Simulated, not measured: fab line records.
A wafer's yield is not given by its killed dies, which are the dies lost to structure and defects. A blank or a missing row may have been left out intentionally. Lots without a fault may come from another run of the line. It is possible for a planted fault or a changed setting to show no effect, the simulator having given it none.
fab line records | flow sky130
record: lots: 13 | wafers: 38 | last_day: 50
route steps=708 shown LI_CONTACT@383 CONTACT@406 METAL1@439 CAPM@537 PAD_OPEN@708
lots untouched by any fault: they come from a run of this same line in which no faults occurred
start_h: the number of hours between the record's first day and the start of the first shown wafer of the lot | wait_h: hours from the lot's prior step to this one | " identical to the entry in the row above | L1.1+2: several wafers, shown together as one row | - no value, or no start given | * or withheld: withheld | < > ~ a bound
route shown NAME@n: NAME is a module with steps in the file, n the number in the route of the first one | usual: mean/standard deviation taken from wafers without a fault | same: alike in all rows | chamber/n: place in a boat | sites: per-site readings | _std_site: the values' standard deviation | _edge_site: mean of outer sites minus mean of inner sites | radius_mm: how far each site lies from the wafer's centre | mask NAME#n: copy n | behind: the tool/chamber that last shaped the wafer | hold: why the lot was held/for how many hours/how that ended | device: names the non-switching transistor (n, p or np) | end of line: the tests these same wafers got at the end of their route | where a step has no rows: the recipe by itself | killed: not the wafer's yield, but the dies lost to structure and defects at the first sort | map: the dies of a wafer, with x for killed, . for not killed, _ for no die there
set.NAME: the setting that was run; set.NAME@STEP: the one run at that earlier step | model.NAME: the simulator's own value behind a step, which no gauge read
route steps across a sampled set of lots; one table per step, one row per wafer
services: when a tool's chamber went out of use (start_h, in hours from the record's first day, below 0 if earlier), for how many hours, and the reason
== steps ==
step: SKY_LI_CONTACT_CVD_21
recipe: material: W | target_thk_nm: 400 | time_s: 120.56 | temp_c: 400 | pressure_torr: 40
usual: heater_power_w: 814/93
lot.wafer | tool     | chamber | start_h | wait_h | heater_power_w
L357.1    | cvd_w-02 | 0       | 687.52  | 0.0    | 933
L357.2    | "        | 1       | "       | "      | 796
L357.6    | "        | 1       | "       | "      | 785
L358.1    | cvd_w-01 | 0       | 694.82  | 0.0    | 687
L358.3    | "        | 1       | "       | "      | 899
L358.5    | "        | 1       | "       | "      | 884
L359.1    | cvd_w-01 | 1       | 698.65  | 0.0    | 874
L359.4    | "        | 0       | "       | "      | 692
L359.6    | "        | 1       | "       | "      | 872
L361.1    | cvd_w-01 | 0       | 726.95  | 0.0    | 699
L361.3    | "        | 1       | "       | "      | 864
L361.5    | "        | 1       | "       | "      | 900
L362.1    | cvd_w-01 | 1       | 738.06  | 0.0    | 897
L362.4    | "        | 0       | "       | "      | 703
L362.6    | "        | 0       | "       | "      | 706
L364.1    | cvd_w-01 | 0       | 754.94  | 0.0    | 707
L364.2    | "        | 0       | "       | "      | 702
L364.5    | "        | 0       | "       | "      | 699
L365.2    | cvd_w-02 | 0       | 770.33  | 0.0    | 937
L365.4    | "        | 0       | "       | "      | 942
L365.6    | "        | 1       | "       | "      | 785
L367.2    | cvd_w-01 | 1       | 775.50  | 0.0    | 880
L367.4    | "        | 0       | "       | "      | 701
L367.5    | "        | 0       | "       | "      | 696
L368.4    | cvd_w-01 | 1       | 779.81  | 0.1    | 915
L368.6    | "        | 1       | "       | "      | 897
L369.1    | cvd_w-01 | 1       | 781.35  | 0.0    | 872
L369.5    | "        | 0       | "       | "      | 718
L369.6    | "        | 1       | "       | "      | 887
L375.3    | cvd_w-02 | 0       | 823.06  | 0.1    | 947
L375.4    | "        | 1       | "       | "      | 804
L375.6    | "        | 0       | "       | "      | 949
L377.1    | cvd_w-01 | 0       | 842.58  | 0.0    | 705
L377.4    | "        | 1       | "       | "      | 882
L377.6    | "        | 1       | "       | "      | 877
L378.2    | cvd_w-02 | 1       | 844.13  | 0.0    | 793
L378.4    | "        | 0       | "       | "      | 937
L378.5    | "        | 0       | "       | "      | 922
step: SKY_CONTACT_CVD_00
recipe: material: Si3N4 | target_thk_nm: 75 | temp_c: 400 | time_s: withheld | rf_w: 450
usual: heater_power_w: 734/74
lot.wafer | tool     | chamber | start_h | wait_h | heater_power_w
L357.1    | pecvd-01 | 0       | 716.93  | 0.0    | 736
L357.2    | "        | 1       | "       | "      | 901
L357.6    | "        | 1       | "       | "      | 878
L358.1    | pecvd-01 | 1       | 724.67  | 0.0    | 837
L358.3    | "        | 2       | "       | "      | 736
L358.5    | "        | 2       | "       | "      | 739
L359.1    | pecvd-04 | 2       | 728.12  | 0.0    | 709
L359.4    | "        | 0       | "       | "      | 789
L359.6    | "        | 2       | "       | "      | 731
L361.1    | pecvd-03 | 0       | 755.36  | 0.0    | 744
L361.3    | "        | 2       | "       | "      | 724
L361.5    | "        | 2       | "       | "      | 723
L362.1    | pecvd-01 | 1       | 766.00  | 0.0    | 801
L362.4    | "        | 2       | "       | "      | 727
L362.6    | "        | 1       | "       | "      | 801
L364.1    | pecvd-03 | 1       | 783.47  | 0.0    | 691
L364.2    | "        | 0       | "       | "      | 675
L364.5    | "        | 0       | "       | "      | 677
L365.2    | pecvd-03 | 2       | 798.12  | 0.0    | 666
L365.4    | "        | 2       | "       | "      | 667
L365.6    | "        | 0       | "       | "      | 623
L367.2    | pecvd-01 | 0       | 803.74  | 0.0    | 738
L367.4    | "        | 2       | "       | "      | 649
L367.5    | "        | 0       | "       | "      | 738
L368.4    | pecvd-04 | 2       | 807.70  | 0.0    | 700
L368.6    | "        | 1       | "       | "      | 980
L369.1    | pecvd-01 | 2       | 809.01  | 0.0    | 688
L369.5    | "        | 2       | "       | "      | 698
L369.6    | "        | 0       | "       | "      | 714
L375.3    | pecvd-01 | 2       | 850.81  | 0.0    | 775
L375.4    | "        | 1       | "       | "      | 795
L375.6    | "        | 0       | "       | "      | 771
L377.1    | pecvd-03 | 2       | 870.78  | 0.0    | 617
L377.4    | "        | 2       | "       | "      | 623
L377.6    | "        | 2       | "       | "      | 631
L378.2    | pecvd-01 | 2       | 871.36  | 0.0    | 766
L378.4    | "        | 2       | "       | "      | 780
L378.5    | "        | 1       | "       | "      | 838
step: SKY_METAL1_RS_MEAS_05
recipe: thk_meas_gauge: four-point-probe | reads: TiN_of_METAL1_SPUTTER_04+Ti_of_METAL1_SPUTTER_03+AlCu_of_METAL1_SPUTTER_02+TiN_of_METAL1_SPUTTER_01+Ti_of_METAL1_SPUTTER_00
usual: METAL1_ALCU_RS: 0.1265/0.0018
lot.wafer | tool          | chamber | start_h | wait_h | METAL1_ALCU_RS[ohm/sq]
L357.1    | film_metro-02 | -       | 746.28  | 0.0    | 0.1265
L357.2    | "             | -       | "       | "      | 0.1275
L357.6    | "             | -       | "       | "      | 0.1266
L358.1    | film_metro-02 | -       | 753.88  | 0.0    | 0.1267
L358.3    | "             | -       | "       | "      | 0.1261
L358.5    | "             | -       | "       | "      | 0.1288
L359.1    | film_metro-02 | -       | 757.48  | 0.0    | 0.1284
L359.4    | "             | -       | "       | "      | 0.1304
L359.6    | "             | -       | "       | "      | 0.1275
L361.1    | film_metro-04 | -       | 784.97  | 0.0    | 0.1297
L361.3    | "             | -       | "       | "      | 0.1287
L361.5    | "             | -       | "       | "      | 0.1308
L362.1    | film_metro-01 | -       | 795.34  | 0.0    | 0.1259
L362.4    | "             | -       | "       | "      | 0.1227
L362.6    | "             | -       | "       | "      | 0.1228
L364.1    | film_metro-01 | -       | 811.86  | 0.0    | 0.1253
L364.2    | "             | -       | "       | "      | 0.1248
L364.5    | "             | -       | "       | "      | 0.1255
L365.2    | film_metro-04 | -       | 826.41  | 0.0    | 0.1278
L365.4    | "             | -       | "       | "      | 0.1291
L365.6    | "             | -       | "       | "      | 0.1283
L367.2    | film_metro-04 | -       | 832.65  | 0.0    | 0.1262
L367.4    | "             | -       | "       | "      | 0.1261
L367.5    | "             | -       | "       | "      | 0.1254
L368.4    | film_metro-02 | -       | 836.54  | 0.1    | 0.1238
L368.6    | "             | -       | "       | "      | 0.1261
L369.1    | film_metro-01 | -       | 837.48  | 0.0    | 0.1256
L369.5    | "             | -       | "       | "      | 0.1255
L369.6    | "             | -       | "       | "      | 0.1247
L375.3    | film_metro-01 | -       | 878.57  | 0.1    | 0.1280
L375.4    | "             | -       | "       | "      | 0.1298
L375.6    | "             | -       | "       | "      | 0.1286
L377.1    | film_metro-04 | -       | 898.88  | 0.0    | 0.1253
L377.4    | "             | -       | "       | "      | 0.1286
L377.6    | "             | -       | "       | "      | 0.1286
L378.2    | film_metro-01 | -       | 899.36  | 0.0    | 0.1265
L378.4    | "             | -       | "       | "      | 0.1271
L378.5    | "             | -       | "       | "      | 0.1265
step: SKY_CAPM_CVD_00
recipe: material: SiO2 | target_thk_nm: 15.5 | temp_c: 400 | time_s: withheld | rf_w: 450
usual: heater_power_w: 732/100
lot.wafer | tool     | chamber | start_h | wait_h | heater_power_w
L357.1    | pecvd-04 | 2       | 859.04  | 0.0    | 854
L357.2    | "        | 1       | "       | "      | 945
L357.6    | "        | 2       | "       | "      | 849
L358.1    | pecvd-03 | 1       | 867.50  | 0.0    | 660
L358.3    | "        | 0       | "       | "      | 773
L358.5    | "        | 1       | "       | "      | 667
L359.1    | pecvd-04 | 0       | 869.96  | 0.0    | 698
L359.4    | "        | 2       | "       | "      | 800
L359.6    | "        | 0       | "       | "      | 710
L361.1    | pecvd-02 | 2       | 896.52  | 0.0    | 669
L361.3    | "        | 1       | "       | "      | 719
L361.5    | "        | 2       | "       | "      | 703
L362.1    | pecvd-02 | 0       | 906.72  | 0.0    | 620
L362.4    | "        | 2       | "       | "      | 693
L362.6    | "        | 1       | "       | "      | 658
L364.1    | pecvd-02 | 2       | 922.39  | 0.0    | 583
L364.2    | "        | 0       | "       | "      | 679
L364.5    | "        | 1       | "       | "      | 686
L365.2    | pecvd-04 | 0       | 935.46  | 0.0    | 827
L365.4    | "        | 2       | "       | "      | 746
L365.6    | "        | 0       | "       | "      | 839
L367.2    | pecvd-02 | 0       | 944.57  | 0.0    | 610
L367.4    | "        | 2       | "       | "      | 696
L367.5    | "        | 1       | "       | "      | 729
L368.4    | pecvd-02 | 2       | 946.15  | 0.0    | 663
L368.6    | "        | 1       | "       | "      | 628
L369.1    | pecvd-02 | 0       | 947.53  | 0.0    | 540
L369.5    | "        | 2       | "       | "      | 654
L369.6    | "        | 1       | "       | "      | 727
L375.3    | pecvd-04 | 1       | 981.49  | 0.0    | 937
L375.4    | "        | 0       | "       | "      | 747
L375.6    | "        | 0       | "       | "      | 746
L378.2    | pecvd-04 | 2       | 1004.18 | 0.0    | 768
L378.4    | "        | 0       | "       | "      | 715
L378.5    | "        | 2       | "       | "      | 789
L377.1    | pecvd-03 | 1       | 1015.18 | 0.0    | 606
L377.4    | "        | 0       | "       | "      | 739
L377.6    | "        | 2       | "       | "      | 737
step: SKY_PAD_OPEN_PROBE_99
usual: defect_limited_yield: 82.6/1.8 | killed_at_M0_to_M3: 43/6.3 | killed_at_M4_up: 3.0/1.6 | killed_at_contacts: 25/5 | killed_at_front_end: 15/4.4 | killed_at_other: 0.3/0.8 | killed_dies: 85/8.7 | killed_open: 47/6.9 | killed_short: 38/6.3 | sort_bin_3_pad_short: 0.9/0.39 | sort_bin_5_function: 10.3/1.3 | sort_bin_6_memory: 6.2/1.1 | sort_n_pass: 407/8.8 | sort_yield_pct: 82.6/1.8
same: gross_dies: 492 | killed_at_back_side: 0 | sort_bin_4_leakage[%]: 0 | sort_bin_8_speed[%]: 0
lot.wafer | tool      | chamber | start_h | wait_h | defect_limited_yield[%] | killed_at_M0_to_M3 | killed_at_M4_up | killed_at_contacts | killed_at_front_end | killed_at_other | killed_dies | killed_open | killed_short | sort_bin_3_pad_short[%] | sort_bin_5_function[%] | sort_bin_6_memory[%] | sort_n_pass | sort_yield_pct[%]
L364.1    | prober-02 | -       | 1135.88 | 0.1    | 82.1                    | 43                 | 1               | 26                 | 18                  | 0               | 88          | 43          | 45           | 1.0                     | 12.2                   | 4.7                  | 404         | 82.1
L364.2    | prober-02 | -       | 1135.93 | 0.1    | 80.5                    | 56                 | 1               | 22                 | 16                  | 1               | 96          | 45          | 51           | 1.0                     | 11.2                   | 7.3                  | 396         | 80.5
L364.5    | prober-02 | -       | 1136.08 | 0.2    | 82.7                    | 43                 | 5               | 21                 | 16                  | 0               | 85          | 50          | 35           | 0.8                     | 11.2                   | 5.3                  | 407         | 82.7
L369.1    | prober-02 | -       | 1154.09 | 0.1    | 69.1                    | 49                 | 3               | 18                 | 12                  | 70              | 152         | 42          | 40           | 6.3                     | 18.3                   | 6.3                  | 340         | 69.1
L369.5    | prober-02 | -       | 1154.29 | 0.2    | 73.0                    | 41                 | 0               | 22                 | 15                  | 55              | 133         | 42          | 36           | 4.5                     | 16.3                   | 6.3                  | 359         | 73.0
L369.6    | prober-02 | -       | 1154.34 | 0.2    | 71.3                    | 48                 | 1               | 21                 | 18                  | 53              | 141         | 50          | 38           | 6.1                     | 18.1                   | 4.5                  | 351         | 71.3
L375.3    | prober-02 | -       | 1179.13 | 0.2    | 83.3                    | 39                 | 4               | 21                 | 17                  | 1               | 82          | 42          | 40           | 1.0                     | 10.6                   | 5.1                  | 410         | 83.3
L375.4    | prober-02 | -       | 1179.18 | 0.2    | 81.1                    | 43                 | 4               | 29                 | 16                  | 1               | 93          | 39          | 54           | 1.0                     | 11.4                   | 6.5                  | 399         | 81.1
L375.6    | prober-02 | -       | 1179.28 | 0.2    | 81.5                    | 56                 | 3               | 21                 | 11                  | 0               | 91          | 39          | 52           | 1.2                     | 11.0                   | 6.3                  | 401         | 81.5
killed by level:class
L364.1 CONTACT:geometric_particle:open=12 VIA1:geometric_particle:open=10 VIA3:geometric_particle:open=7 METAL2:geometric_particle:short=7 FIELD_ISO:geometric_particle:open=5 LOCAL_INTERCONNECT:geometric_particle:short=5 METAL1:geometric_particle:short=5 FIELD_ISO:geometric_particle:short=4
L364.2 VIA1:geometric_particle:open=12 VIA1:geometric_particle:short=9 CONTACT:geometric_particle:short=8 METAL1:geometric_particle:short=8 POLY_GATE:geometric_particle:short=7 VIA3:geometric_particle:open=7 CONTACT:geometric_particle:open=7 METAL3:geometric_particle:short=6
L364.5 VIA3:geometric_particle:open=8 VIA1:geometric_particle:open=7 POLY_GATE:geometric_particle:open=6 CONTACT:geometric_particle:open=6 VIA1:geometric_particle:short=5 LI_CONTACT:geometric_particle:open=5 VIA2:geometric_particle:open=5 FIELD_ISO:geometric_particle:open=4
L369.1 CAPM:unspecified=70 VIA1:geometric_particle:open=10 METAL1:geometric_particle:short=8 CONTACT:geometric_particle:open=7 VIA3:geometric_particle:open=5 VIA3:geometric_particle:short=5 LI_CONTACT:geometric_particle:open=4 VIA2:geometric_particle:short=4
L369.5 CAPM:unspecified=55 VIA1:geometric_particle:open=10 CONTACT:geometric_particle:open=7 LOCAL_INTERCONNECT:geometric_particle:short=6 VIA3:geometric_particle:open=6 POLY_GATE:geometric_particle:open=5 METAL2:geometric_particle:short=5 METAL1:geometric_particle:short=4
L369.6 CAPM:unspecified=53 VIA2:geometric_particle:open=14 VIA1:geometric_particle:open=10 CONTACT:geometric_particle:open=9 VIA1:geometric_particle:short=8 FIELD_ISO:geometric_particle:short=6 CONTACT:geometric_particle:short=6 FIELD_ISO:geometric_particle:open=5
L375.3 VIA1:geometric_particle:open=12 CONTACT:geometric_particle:open=7 VIA1:geometric_particle:short=7 CONTACT:geometric_particle:short=6 FIELD_ISO:geometric_particle:open=5 POLY_GATE:geometric_particle:open=5 VIA3:geometric_particle:open=4 METAL4:geometric_particle:short=4
L375.4 CONTACT:geometric_particle:open=11 VIA1:geometric_particle:short=11 VIA1:geometric_particle:open=9 CONTACT:geometric_particle:short=8 METAL1:geometric_particle:short=7 LOCAL_INTERCONNECT:geometric_particle:short=5 SPACER:geometric_particle:open=4 VIA3:geometric_particle:open=4
L375.6 VIA1:geometric_particle:open=13 CONTACT:geometric_particle:open=9 METAL1:geometric_particle:short=9 LOCAL_INTERCONNECT:geometric_particle:short=7 VIA1:geometric_particle:short=7 VIA3:geometric_particle:short=7 FIELD_ISO:geometric_particle:short=5 VIA3:geometric_particle:open=5
== services ==
tool     | chamber | start_h | hours | kind
cvd_w-01 | -       | 676.57  | 2.8   | pm
pecvd-02 | -       | 690.30  | 2.8   | pm
pecvd-01 | 0       | 718.76  | 4.1   | repair
pecvd-04 | 1       | 724.46  | 16.7  | repair
pecvd-04 | -       | 730.23  | 1.2   | repair
pecvd-02 | 0       | 731.46  | 8.6   | repair
pecvd-03 | -       | 742.95  | 0.8   | pm
cvd_w-01 | 1       | 748.81  | 12.5  | repair
pecvd-01 | 2       | 769.92  | 8.7   | repair
pecvd-03 | -       | 775.27  | 4.4   | repair
pecvd-03 | -       | 841.28  | 0.7   | repair
pecvd-03 | -       | 891.55  | 2.8   | pm
cvd_w-01 | 1       | 899.43  | 21.8  | repair
pecvd-04 | 1       | 903.58  | 6.8   | repair
pecvd-01 | -       | 919.18  | 0.6   | repair
pecvd-04 | 1       | 938.84  | 8.0   | repair
pecvd-04 | -       | 945.42  | 2.8   | pm
pecvd-03 | -       | 945.97  | 1.9   | repair
pecvd-03 | 2       | 948.07  | 10.5  | repair
pecvd-04 | 2       | 961.34  | 22.5  | repair
cvd_w-01 | -       | 966.35  | 0.6   | repair
pecvd-01 | 1       | 974.29  | 6.3   | repair
pecvd-04 | -       | 991.43  | 0.5   | repair
pecvd-01 | 2       | 995.70  | 10.6  | repair
== key ==
first_sign: step: SKY_PAD_OPEN_PROBE_99 | reading: killed_at_other | direction: up | sigmas: 59 | usual: 0.3 | struck: 59.3
effect: step: SKY_PAD_OPEN_PROBE_99 | reading: sort_bin_3_pad_short | direction: up | sigmas: 12 | usual: 0.9 | struck: 5.6
met_at SKY_CAPM_CVD_00
struck_lots L369
not_acting_at SKY_LI_CONTACT_CVD_21,SKY_CONTACT_CVD_00,SKY_METAL1_RS_MEAS_05
onset_between 946.15 947.53
fault: kind: chamber_particle_source | tool: pecvd-02 | chamber: - | onset_h: 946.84 | steps: SKY_CAPM_CVD_00 | rate_per_visit_cm2: 1.7764
